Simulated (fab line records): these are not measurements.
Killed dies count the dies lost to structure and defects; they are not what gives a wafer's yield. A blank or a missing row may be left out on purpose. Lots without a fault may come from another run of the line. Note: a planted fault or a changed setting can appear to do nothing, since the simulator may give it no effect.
A lot that was struck, set against a sound lot / flow sky130 / 14 steps out of a route of 708
Sound: these wafers, L774.3, L774.4, L774.5. Wafers L767.3, L767.4, L767.5 were the ones struck. The cause comes at the end.
Order at every step that has rows: each side's tool, ch and its chambers, its first start. Under that, the readings that differ: sound wafers / struck wafers / difference of the means / sigmas: that difference in standard deviations of wafers without a fault.
alike: a reading whose means differ by less than 2 such deviations, as well as words and numbers matching on both sides. not compared: withheld readings; readings where some wafer has no value; bounds like >300 that might hide an equal value; numbers whose values overlap and for which the record gives no deviation.
Wherever a step has rows on one side only, a row that says differs or no value, or a row with sigmas, the two part there. Numbers that don't overlap but have no deviation are shown without sigmas and don't part them. Lack of a reading on every wafer of one side parts them only where that side has two or more wafers.

first, 6 steps without rows for these wafers: SKY_METAL4_COAT_07 (resist thk 60 nm); SKY_METAL4_COAT_08 (resist thk 1140 nm); SKY_METAL4_SOFTBAKE_09 (time 90 s); SKY_METAL4_EXPOSE_10 (exposes mask MM4, target cd 300 nm); SKY_METAL4_PEB_11; SKY_METAL4_DEVELOP_12 (develop time 60 s).
SKY_METAL4_CD_MEAS_13: target cd 300 nm.
  sound on cd-sem-01 at day 47 05:41; struck on cd-sem-01 at day 45 01:55
  alike: cd-nm
SKY_METAL4_OVL_MEAS_14:
  sound on overlay-02 at day 47 05:46; struck on overlay-02 at day 45 02:01
reading=METAL4_OVL (nm); sound=-3 -7 -4; struck=7 3 5; difference=+10; sigmas=+2
SKY_METAL4_DESCUM_15: chemistry O2, time 8 s.
  sound on rie-metal-01 ch 0,1, day 47 05:48; struck on rie-metal-01 ch 0,1, day 45 02:02
  alike: drypump-motor-current-A, oes-product-au
  not compared: rf-hours-counter-h
SKY_METAL4_ETCH_16: etches BARC in N2/H2, stops on SiO2, time 88.2 s, target depth 60 nm.
  sound on rie-metal-01 ch 0,1, day 47 05:52; struck on rie-metal-01 ch 0,1, day 45 02:05
  alike: drypump-motor-current-A, oes-product-au, throttle-valve-pct
  not compared: rf-hours-counter-h
SKY_METAL4_ETCH_17: etches SiO2 in C4F8/O2/Ar, stops on TiN, time 3.9 s, target depth 15 nm.
  sound on rie-diel-02 ch 1,2, day 47 05:55; struck on rie-diel-01 ch 1,2,3, day 45 02:10
  alike: oes-product-au
  not compared: rf-hours-counter-h
SKY_METAL4_METAL_ETCH_18: etches the open film in Cl2/BCl3, stops on SiO2, target depth 845 nm, time 183.1 s.
  sound on rie-metal-02 ch 0,1, day 47 06:00; struck on rie-metal-04 ch 0,1, day 45 02:14
  alike: drypump-motor-current-A, oes-product-au, throttle-valve-pct
  not compared: rf-hours-counter-h
SKY_METAL4_STRIP_19: strips in O2/N2.
  sound on plasma-asher-03 ch 0,1, day 47 06:09; struck on plasma-asher-02 ch 0,1, day 45 02:23
  no value came back on the struck wafers for chamber-pressure-mTorr (mTorr), drypump-motor-current-A (A), oes-product-au (a.u.), strip-time-to-endpoint-s (s); on the sound wafers chamber-pressure-mTorr (mTorr) reads 1502.1 1502.0 1501.6
reading=model.KrF-thick_of_METAL4_COAT_08.thk-nm (nm); sound=0 0 0; struck=529.5 531.9 530.3; difference=+530.6; sigmas=
  not compared: rf-hours-counter-h
then, 1 step without rows for these wafers: SKY_METAL4_STRIP_20 (strips in post etch residue remover, time 1200 s).

WHERE THEY PART
First at SKY_METAL4_OVL_MEAS_14; last, within this record, at SKY_METAL4_STRIP_19.

WHY: what had been put in by the simulator
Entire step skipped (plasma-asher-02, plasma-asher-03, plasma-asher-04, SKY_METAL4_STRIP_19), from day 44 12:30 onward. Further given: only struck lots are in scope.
